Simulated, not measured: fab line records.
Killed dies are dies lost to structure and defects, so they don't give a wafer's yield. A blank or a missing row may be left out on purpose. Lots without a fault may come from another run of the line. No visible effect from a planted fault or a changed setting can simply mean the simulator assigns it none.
fab line records    flow gf180mcu
record lots=14  wafers=42  lastDay=34
route steps=602 shown DNWELL@40 LVPWELL@61 MVSD@76 MVPSD@83
lots untouched by any fault: they come from a run of this same line in which no faults occurred
startH: hours from the record's first day to the start of the lot's first wafer shown    waitH: hours since the lot's step before    " as in the row above    L1.1+2: a single row standing in for several wafers    - no value present, or no start provided    * or withheld: withheld    < > ~ a bound
route shown NAME@n: a module of which the file shows steps, and the number in the route of the first    usual: average and standard deviation across the fault-free wafers    same: alike in all rows    chamber/n: place in a boat    sites: each site's reading    _std_site: the standard deviation of these    _edge_site: inner sites' mean taken away from outer sites' mean    radiusMm: how far each site lies from the wafer's centre    mask NAME#n: copy n    behind: the most recent tool/chamber to have shaped the wafer    hold: cause of the lot's hold/its duration in hours/its outcome    device: whichever transistor did not switch (one of n, p or np)    end of line: the route-end tests of the same wafers    a step with no rows: only its recipe    killed: dies that structure and defects cost at the first sort, which is not the same as the wafer's yield    map: per-die view of a wafer (x killed, . not killed, _ where there is no die)
set.NAME: the setting as run; set.NAME@STEP: as run at that earlier step    model.NAME: the simulator's own value behind a step, which no gauge read
steps of the route over a sample of lots; a table a step, a row a wafer
services: from which hour (startH, from the record's first day; less than 0 if before it) a tool's chamber was out of use, for how many hours, and why
## steps
# step GF_DNWELL_STRIP_08
# recipe chemistry=O2/N2  powerW=1400  pressureMtorr=1500  platenTempC=250  o2FlowSccm=3000  n2FlowSccm=300  overashFraction=0.5
# usual chamberPressureMTorr=1499.9/1.4  drypumpMotorCurrentA=5.72/0.11  heaterPowerW=344/37  o2FlowSccm=3001/8.7  oesProductAu=0.722/0.0048  stripTimeToEndpointS=36.99/0.1
lot.wafer  tool            chamber  startH  waitH  chamberPressureMTorr  drypumpMotorCurrentA  heaterPowerW  o2FlowSccm  oesProductAu  rfHoursCounterH  stripTimeToEndpointS
L771.1     plasmaAsher-02  1        41.87   0.1    1498.6                5.79                  380           2999        0.717         40               36.98
L771.4     "               1        "       "      1501.0                5.78                  378           3001        0.729         -                36.91
L771.5     "               1        "       "      1501.7                5.78                  374           3008        0.719         -                36.92
L772.2     plasmaAsher-02  1        47.19   0.1    1499.6                5.82                  378           3002        0.725         41               37.06
L772.5     "               0        "       "      1498.4                5.55                  302           3006        0.718         -                36.99
L772.6     "               1        "       "      1500.4                5.85                  382           3005        0.726         -                36.94
L773.2     plasmaAsher-03  1        53.72   0.1    1499.7                5.67                  360           3009        0.733         41               36.97
L773.3     "               0        "       "      1497.8                5.69                  375           2995        0.727         -                36.96
L773.5     "               0        "       "      1501.7                5.67                  374           3014        0.714         -                36.99
L775.1     plasmaAsher-01  0        65.32   0.1    1497.2                5.75                  352           3000        0.724         26               37.06
L775.2     "               1        "       "      1497.8                5.85                  283           2995        0.726         26               37.10
L775.4     "               1        "       "      1498.8                5.89                  278           3004        0.729         -                37.06
L776.2     plasmaAsher-03  1        69.62   0.1    1497.4                5.68                  354           2996        0.722         43               37.03
L776.4     "               0        "       "      1501.4                5.67                  381           2994        0.717         -                37.09
L776.6     "               1        "       "      1499.8                5.68                  350           3004        0.732         -                37.02
L777.2     plasmaAsher-03  0        74.12   0.1    1499.8                5.70                  362           2998        0.725         43               36.94
L777.4     "               0        "       "      1499.3                5.68                  365           3008        0.722         -                36.91
L777.6     "               0        "       "      1497.4                5.69                  377           3008        0.727         -                36.88
L778.1     plasmaAsher-01  0        78.88   0.1    1500.0                5.75                  349           3001        0.720         28               37.05
L778.2     "               1        "       "      1497.9                5.86                  285           3003        0.720         28               37.03
L778.3     "               1        "       "      1499.1                5.82                  288           3012        0.736         -                37.07
L779.1     plasmaAsher-03  0        85.82   0.1    1503.1                5.70                  382           3000        0.724         45               36.84
L779.5     "               1        "       "      1499.6                5.69                  366           2998        0.722         -                36.90
L779.6     "               0        "       "      1500.3                5.70                  371           3008        0.724         -                36.96
L786.1     plasmaAsher-03  0        124.33  0.1    1501.0                5.69                  385           2995        0.722         48               36.71
L786.4     "               0        "       "      1501.8                5.69                  377           2989        0.723         -                36.82
L786.6     "               0        "       "      1499.7                5.71                  373           3006        0.717         -                36.84
L787.2     plasmaAsher-02  1        130.22  0.1    1502.1                5.80                  381           3012        0.720         51               36.91
L787.4     "               0        "       "      1500.7                5.52                  300           2991        0.720         -                37.08
L787.5     "               0        "       "      1497.5                5.53                  303           3005        0.723         -                37.02
L790.1     plasmaAsher-01  1        146.25  0.2    1502.3                5.88                  275           3000        0.722         34               36.90
L790.2     "               0        "       "      1499.0                5.76                  359           2999        0.719         34               37.08
L790.3     "               0        "       "      1502.1                5.79                  364           3003        0.718         -                36.95
L792.2     plasmaAsher-03  0        153.08  0.1    1500.4                5.67                  372           3011        0.720         52               37.01
L792.4     "               0        "       "      1500.2                5.67                  378           2996        0.720         -                36.84
L792.6     "               0        "       "      1499.5                5.68                  389           2995        0.721         -                37.06
L793.1     plasmaAsher-03  1        168.98  0.1    1498.9                5.66                  355           2995        0.720         53               37.03
L793.3     "               1        "       "      1499.7                5.69                  359           3004        0.714         -                37.13
L793.5     "               0        "       "      1500.1                5.68                  383           2995        0.719         -                37.20
L794.1     plasmaAsher-02  0        169.37  0.1    1499.3                5.54                  305           3003        0.730         54               36.92
L794.3     "               0        "       "      1499.1                5.54                  302           2992        0.723         -                36.98
L794.5     "               1        "       "      1498.7                5.80                  375           2990        0.717         -                36.95
# step GF_LVPWELL_OVL_MEAS_07
# usual LVPWELL_OVL=-0.3/1.5
lot.wafer  tool        chamber  startH  waitH  LVPWELL_OVL[nm]
L771.1     overlay-02  -        67.87   -      -0.7
L771.4     "           -        "       "      -0.5
L771.5     "           -        "       "      1.6
L772.2     overlay-01  -        72.44   -      -0.3
L772.5     "           -        "       "      0.4
L772.6     "           -        "       "      -0.4
L773.2     overlay-01  -        80.23   -      -1.3
L773.3     "           -        "       "      -2.9
L773.5     "           -        "       "      -1.9
L775.1     overlay-02  -        91.94   -      2.1
L775.2     "           -        "       "      3.5
L775.4     "           -        "       "      1.8
L776.2     overlay-01  -        96.24   -      -1.0
L776.4     "           -        "       "      -0.7
L776.6     "           -        "       "      -0.1
L777.2     overlay-01  -        101.93  -      -2.6
L777.4     "           -        "       "      -0.3
L777.6     "           -        "       "      1.1
L778.1     overlay-02  -        106.87  -      -2.9
L778.2     "           -        "       "      -0.3
L778.3     "           -        "       "      -0.5
L779.1     overlay-01  -        113.72  -      -2.5
L779.5     "           -        "       "      -2.8
L779.6     "           -        "       "      -1.1
L786.1     overlay-01  -        155.03  -      0.8
L786.4     "           -        "       "      1.3
L786.6     "           -        "       "      1.2
L787.2     overlay-02  -        160.29  -      0.5
L787.4     "           -        "       "      -1.2
L787.5     "           -        "       "      0.3
L790.1     overlay-02  -        176.77  -      -1.0
L790.2     "           -        "       "      -2.7
L790.3     "           -        "       "      0.2
L792.2     overlay-02  -        183.94  -      -0.7
L792.4     "           -        "       "      -1.5
L792.6     "           -        "       "      -1.0
L793.1     overlay-01  -        202.02  -      0.1
L793.3     "           -        "       "      1.2
L793.5     "           -        "       "      -0.7
L794.1     overlay-02  -        202.97  -      0.4
L794.3     "           -        "       "      2.2
L794.5     "           -        "       "      0.8
# step GF_MVSD_STRIP_10
# recipe chemistry=O2/N2  powerW=1400  pressureMtorr=1500  platenTempC=250  o2FlowSccm=3000  n2FlowSccm=300  overashFraction=0.5
# usual chamberPressureMTorr=1500.1/1.3  drypumpMotorCurrentA=5.84/0.18  heaterPowerW=332/34  o2FlowSccm=3001/9.2  oesProductAu=0.723/0.0043  stripTimeToEndpointS=37.00/0.099
lot.wafer  tool            chamber  startH  waitH  chamberPressureMTorr  drypumpMotorCurrentA  heaterPowerW  o2FlowSccm  oesProductAu  rfHoursCounterH  stripTimeToEndpointS
L771.1     plasmaAsher-04  1        81.27   0.1    1498.5                6.05                  349           2995        0.722         41               37.04
L771.4     "               0        "       "      1498.5                6.10                  316           2998        0.720         -                37.09
L771.5     "               1        "       "      1501.2                6.06                  357           3000        0.719         -                37.14
L772.2     plasmaAsher-02  1        86.07   0.1    1499.8                5.83                  379           2989        0.717         45               37.06
L772.5     "               0        "       "      1500.1                5.54                  306           3003        0.725         -                37.13
L772.6     "               1        "       "      1499.5                5.82                  379           2987        0.725         -                37.08
L773.2     plasmaAsher-01  0        94.67   0.1    1498.3                5.78                  362           3002        0.722         29               37.03
L773.3     "               1        "       "      1498.9                5.88                  282           3013        0.722         -                37.04
L773.5     "               1        "       "      1501.9                5.89                  280           3004        0.728         -                36.99
L775.1     plasmaAsher-01  0        106.56  0.1    1501.3                5.79                  362           3012        0.722         30               36.98
L775.2     "               1        "       "      1500.8                5.87                  272           3005        0.724         30               36.92
L775.4     "               1        "       "      1499.4                5.83                  293           3010        0.718         -                36.94
L776.2     plasmaAsher-01  0        110.67  0.1    1501.0                5.79                  366           3001        0.721         31               36.93
L776.4     "               1        "       "      1499.1                5.86                  283           2990        0.722         -                36.85
L776.6     "               0        "       "      1501.1                5.80                  364           2983        0.719         -                36.93
L777.2     plasmaAsher-02  0        117.26  0.1    1500.5                5.55                  301           2990        0.719         49               37.15
L777.4     "               1        "       "      1500.9                5.81                  378           3012        0.723         -                37.03
L777.6     "               1        "       "      1497.7                5.80                  379           3000        0.731         -                37.01
L778.1     plasmaAsher-02  1        122.22  0.1    1498.2                5.79                  381           2991        0.722         50               37.16
L778.2     "               0        "       "      1501.0                5.55                  297           3001        0.729         50               37.02
L778.3     "               1        "       "      1500.5                5.82                  380           2989        0.724         -                37.03
L779.1     plasmaAsher-02  1        129.37  0.1    1499.1                5.82                  380           2998        0.713         50               36.82
L779.5     "               0        "       "      1496.8                5.56                  293           3002        0.719         -                37.00
L779.6     "               1        "       "      1499.6                5.78                  371           2999        0.722         -                36.93
L786.1     plasmaAsher-02  1        171.21  0.1    1501.5                5.83                  376           3002        0.725         54               36.97
L786.4     "               1        "       "      1499.9                5.82                  370           3009        0.725         -                36.98
L786.6     "               0        "       "      1500.4                5.58                  300           2998        0.732         -                37.06
L787.2     plasmaAsher-01  0        176.72  0.1    1502.8                5.76                  364           3000        0.713         38               37.10
L787.4     "               0        "       "      1498.0                5.74                  351           3001        0.729         -                37.04
L787.5     "               0        "       "      1500.2                5.75                  360           2976        0.714         -                36.92
L790.1     plasmaAsher-02  1        193.12  0.1    1499.0                5.79                  379           2997        0.729         56               37.10
L790.2     "               0        "       "      1500.5                5.54                  300           2998        0.727         56               37.02
L790.3     "               1        "       "      1498.2                5.83                  373           3000        0.721         -                37.17
L792.2     plasmaAsher-04  0        201.07  0.1    1501.1                6.08                  339           3007        0.723         8                37.00
L792.4     "               1        "       "      1502.5                6.05                  345           3014        0.726         -                36.94
L792.6     "               1        "       "      1501.8                6.04                  340           3019        0.723         -                36.87
L793.1     plasmaAsher-04  1        219.97  0.1    1500.2                6.04                  338           3004        0.720         10               36.97
L793.3     "               0        "       "      1502.7                6.09                  335           2997        0.717         -                36.80
L793.5     "               0        "       "      1501.0                6.09                  334           3014        0.721         -                36.92
L794.1     plasmaAsher-04  1        220.97  0.1    1499.9                6.04                  338           3007        0.721         10               37.03
L794.3     "               1        "       "      1497.8                6.03                  347           3011        0.724         -                37.08
L794.5     "               0        "       "      1499.4                6.11                  330           2991        0.719         -                37.08
# step GF_MVPSD_PEB_05
# recipe tempC=115  timeS=withheld
# usual chillPlateTempC=22.99/0.092  exhaustPa=45.0/0.93  plateTempC=115.01/0.14
lot.wafer  tool           chamber  startH  waitH  chillPlateTempC  exhaustPa  plateTempC
L771.1     lithoTrack-04  0        94      -      22.90            44.7       114.91
L771.4     "              0        95      -      23.07            46.2       114.82
L771.5     "              0        "       "      23.06            44.5       114.86
L772.2     lithoTrack-03  0        99      -      22.96            45.2       115.18
L772.5     "              0        "       "      23.05            45.1       115.16
L772.6     "              0        "       "      22.79            45.1       115.12
L773.2     lithoTrack-01  0        108     -      22.81            45.9       114.95
L773.3     "              0        "       "      22.79            46.2       114.95
L773.5     "              0        "       "      23.03            46.6       115.15
L775.1     lithoTrack-01  0        120     -      23.04            45.9       115.07
L775.2     "              0        "       "      22.97            45.0       114.91
L775.4     "              0        "       "      22.92            46.1       115.07
L776.2     lithoTrack-04  0        125     -      23.07            43.0       114.94
L776.4     "              0        "       "      22.96            44.0       114.91
L776.6     "              0        "       "      23.13            43.9       115.04
L777.2     lithoTrack-03  0        132     -      23.03            44.7       115.04
L777.4     "              0        "       "      23.11            47.1       115.09
L777.6     "              0        "       "      23.05            45.8       115.11
L778.1     lithoTrack-04  0        136     -      22.93            43.9       114.93
L778.2     "              0        "       "      22.93            44.3       114.98
L778.3     "              0        137     -      22.89            43.7       115.08
L779.1     lithoTrack-04  0        144     -      23.01            45.4       115.00
L779.5     "              0        "       "      22.95            44.5       115.03
L779.6     "              0        "       "      23.01            45.5       115.15
L786.1     lithoTrack-04  -        187     -      -                -          -
L786.4     "              -        "       "      -                -          -
L786.6     "              -        "       "      -                -          -
L787.2     lithoTrack-01  -        193     -      -                -          -
L787.4     "              -        "       "      -                -          -
L787.5     "              -        "       "      -                -          -
L790.1     lithoTrack-01  0        209     -      23.10            44.3       114.78
L790.2     "              0        "       "      23.10            46.5       114.94
L790.3     "              0        "       "      23.02            45.2       114.92
L792.2     lithoTrack-04  0        217     -      22.94            45.4       115.08
L792.4     "              0        "       "      23.09            44.9       115.17
L792.6     "              0        "       "      23.07            45.7       115.27
L793.1     lithoTrack-01  0        237     -      23.10            44.5       115.16
L793.3     "              0        "       "      23.14            44.9       115.28
L793.5     "              0        "       "      22.94            44.3       115.11
L794.1     lithoTrack-03  0        238     -      23.14            45.5       114.85
L794.3     "              0        "       "      22.98            44.7       114.72
L794.5     "              0        "       "      23.21            45.9       114.88
## services
tool            chamber  startH  hours  kind
plasmaAsher-02  -        49.19   0.3    repair
lithoTrack-01   -        104.00  -      consumableReplace:filter
plasmaAsher-03  -        106.08  5.8    repair
plasmaAsher-04  -        108.75  9.0    pm
plasmaAsher-04  0        108.75  9.0    ventCycle
plasmaAsher-04  1        108.75  9.0    ventCycle
plasmaAsher-01  -        115.11  4.3    pm
plasmaAsher-04  0        117.75  -      clean
plasmaAsher-04  1        117.75  -      clean
plasmaAsher-02  -        144.94  6.3    repair
plasmaAsher-04  -        150.36  3.6    repair
plasmaAsher-02  -        187.82  2.8    pm
## key
firstSign step=GF_MVPSD_PEB_05  reading=toolRecord  direction=missing
effect none on later readings
metAt GF_MVPSD_PEB_05
struckLots L786,L787
sortLeftOut L786.1,L786.4,L786.6,L787.2,L787.4,L787.5
testerLeftOut L786,L787
notActingAt GF_DNWELL_STRIP_08,GF_LVPWELL_OVL_MEAS_07,GF_MVSD_STRIP_10
onsetBetween 144 187
fault kind=skippedStepWhole  tool=lithoTrack-01,lithoTrack-04  chamber=-  onsetH=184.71  steps=GF_MVPSD_PEB_05  scope=struckLotsOnly
# testerLeftOut: of these lots the tester's yield and bins aren't shown, on N5 and GAA mostly nor the transistor test; their killed dies are dies lost to structure and defects alone, not to doping, threshold or leakage, so they don't give the yield
# sortLeftOut: the simulated sort isn't trusted on such a fault, so these wafers' sort isn't shown, and their yield isn't known
